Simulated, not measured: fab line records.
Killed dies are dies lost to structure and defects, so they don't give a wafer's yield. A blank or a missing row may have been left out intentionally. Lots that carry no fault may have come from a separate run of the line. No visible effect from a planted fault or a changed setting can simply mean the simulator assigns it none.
Split-lot experiment + flow sky130 + 23 wafers read from 5 lots, route of 708 steps

== THE SPLIT ITSELF ==
At SKY_CONTACT_CVD_24 (deposits W, target thk 340 nm, time 102.12 s), the setting pressureTorr was moved away from the recipe's 40 Torr on 15 of the 23 wafers read, by -13.3% to +10.5%. For the rest of the wafers, this setting stayed at what the recipe calls for.

== BETWEEN THE SPLIT AND THE READING: the file shows 1 step in between ==
- SKY_CONTACT_RS_MEAS_25: measures by four-point-probe

== THE READING ==
CONTACT_W_THK, in nm, at SKY_CONTACT_THK_MEAS_26 (measures by xrf). Typical for fault-free wafers on this fab line: 333 nm, with standard deviation 3.9 nm.

| wafer  | tool, chamber at the split | pressureTorr as run, Torr | against the recipe | CONTACT_W_THK, nm | against lot-mates on the recipe |
|--------|----------------------------|---------------------------|--------------------|-------------------|---------------------------------|
| L077.2 | cvdW-01, 0                 | 40                        | recipe             | 338               | -                               |
| L077.3 | cvdW-01, 1                 | 40                        | recipe             | 326               | -                               |
| L077.5 | cvdW-01, 0                 | 40                        | recipe             | 331               | -                               |
| L080.1 | cvdW-01, 1                 | 34.68                     | -13.3%             | 307               | no lot-mate on the recipe       |
| L080.2 | cvdW-01, 0                 | 34.68                     | -13.3%             | 313               | no lot-mate on the recipe       |
| L080.3 | cvdW-01, 1                 | 34.68                     | -13.3%             | 307               | no lot-mate on the recipe       |
| L080.5 | cvdW-01, 1                 | 34.68                     | -13.3%             | 308               | no lot-mate on the recipe       |
| L080.6 | cvdW-01, 0                 | 34.68                     | -13.3%             | 313               | no lot-mate on the recipe       |
| L081.1 | cvdW-02, 0                 | 44.22                     | +10.5%             | 351               | no lot-mate on the recipe       |
| L081.2 | cvdW-02, 1                 | 44.22                     | +10.5%             | 351               | no lot-mate on the recipe       |
| L081.3 | cvdW-02, 0                 | 44.22                     | +10.5%             | 353               | no lot-mate on the recipe       |
| L081.4 | cvdW-02, 1                 | 44.22                     | +10.5%             | 353               | no lot-mate on the recipe       |
| L081.5 | cvdW-02, 0                 | 44.22                     | +10.5%             | 350               | no lot-mate on the recipe       |
| L082.2 | cvdW-01, 1                 | 40                        | recipe             | 329               | -                               |
| L082.3 | cvdW-01, 1                 | 40                        | recipe             | 326               | -                               |
| L082.4 | cvdW-01, 0                 | 40                        | recipe             | 332               | -                               |
| L082.5 | cvdW-01, 0                 | 40                        | recipe             | 336               | -                               |
| L082.6 | cvdW-01, 1                 | 40                        | recipe             | 328               | -                               |
| L084.1 | cvdW-02, 0                 | 35.01                     | -12.5%             | 306               | no lot-mate on the recipe       |
| L084.2 | cvdW-02, 1                 | 35.01                     | -12.5%             | 307               | no lot-mate on the recipe       |
| L084.4 | cvdW-02, 0                 | 35.01                     | -12.5%             | 314               | no lot-mate on the recipe       |
| L084.5 | cvdW-02, 0                 | 35.01                     | -12.5%             | 306               | no lot-mate on the recipe       |
| L084.6 | cvdW-02, 1                 | 35.01                     | -12.5%             | 305               | no lot-mate on the recipe       |

FIT RESULTS
A straight line over all 23 wafers: CONTACT_W_THK changes by +1.81 nm for each +1% of pressureTorr; r = +0.98; the points scatter about the line by 3.6 nm.
Too few moved wafers with a lot-mate on the recipe to fit a line net of each lot's own level.

== THE WHOLE CHAIN: every reading that the file lists as answering this split, in the file's order ==
| step                    | what it does                                 | reading                                                                    | change (the file's fit)              | r (the file's) |
|-------------------------|----------------------------------------------|----------------------------------------------------------------------------|--------------------------------------|----------------|
| SKY_CONTACT_CVD_24      | deposits W, target thk 340 nm, time 102.12 s | W_of_CONTACT_CVD_24.thkNm (the simulator's own value, which no gauge read) | +1.91 nm for each +1% of the setting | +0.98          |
| SKY_CONTACT_RS_MEAS_25  | measures by four-point-probe                 | CONTACT_W_RS                                                               | -0.00196 for each +1% of the setting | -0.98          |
| SKY_CONTACT_THK_MEAS_26 | measures by xrf                              | CONTACT_W_THK                                                              | +1.8 for each +1% of the setting     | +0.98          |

== FILE'S OWN FIT ==
CONTACT_W_THK changes by +1.8 nm for each +1% of pressureTorr, r = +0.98.
